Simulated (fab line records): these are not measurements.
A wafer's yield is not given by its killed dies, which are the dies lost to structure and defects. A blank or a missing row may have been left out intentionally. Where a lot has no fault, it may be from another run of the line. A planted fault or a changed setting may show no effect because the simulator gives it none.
Matching of chambers	flow sky130	SKY_CONTACT_CMP_27 on cmp-01: 4 sister chambers
The step polishes, stops on SiO2, t overpolish 15 s, target thk 0 nm. 14 wafers are shown with their chamber, then 7 later ones without.

## WAFERS PAIRED WITH THEIR CHAMBERS
wafer	chamber	motor-current-A (A)	edge-zone-pressure-frac	overpolish-run-s (s)
L351.2	3	11.8	1.003	14.998
L351.4	0	13.6	1.002	15.005
L351.6	3	11.8	1.004	14.994
L352.1	0	14.6	1.001	15.015
L352.3	1	9.1	0.998	14.986
L352.4	2	10.7	1.002	15.024
L353.2	2	10.4	0.996	15.008
L353.3	0	13.8	1.004	14.999
L353.4	3	11.6	1.000	14.992
L366.1	3	11.7	1.007	14.991
L366.4	2	10.9	1.000	14.995
L366.5	1	9.7	0.997	14.988
L371.1	1	9.8	0.994	14.994
L371.4	0	13.5	1.001	14.989

SIGNATURES (means of the wafers above)
reading	chamber 0	chamber 1	chamber 2	chamber 3	scatter within a chamber
motor-current-A	13.875	9.533	10.667	11.725	0.345
edge-zone-pressure-frac	1.00200	0.99633	0.99933	1.00350	0.00242
overpolish-run-s	15.00200	14.98933	15.00900	14.99375	0.00917
Rule: a wafer's distance from a chamber is the root of the sum, over the readings, of the square of ((its reading less the chamber's mean) divided by the reading's scatter). If the next closest chamber is less than 2 further off than the closest, the wafer can't be placed; otherwise it belongs to the closest. How the scatter is found: for the shown wafers, subtract from each reading the mean of its chamber, square and add these, divide the total by (wafers less chambers), then take the root.

## WAFERS WHOSE CHAMBER IS MISSING
wafer	motor-current-A (A)	edge-zone-pressure-frac	overpolish-run-s (s)
L371.5	13.5	1.007	15.010
L372.1	10.7	0.999	15.010
L372.5	9.5	0.999	14.978
L372.6	14.3	1.003	15.025
L373.2	9.6	0.999	14.991
L373.3	14.3	0.998	14.973
L373.6	14.1	1.011	14.989

## CHAMBER TAKEN BY EACH
wafer	from the rows above	in truth
L371.5	0	0
L372.1	2	2
L372.5	1	1
L372.6	0	0
L373.2	1	1
L373.3	0	0
L373.6	0	0
7 of 7 placed correctly. Not placeable from these rows: 0. Placed wrongly: 0.
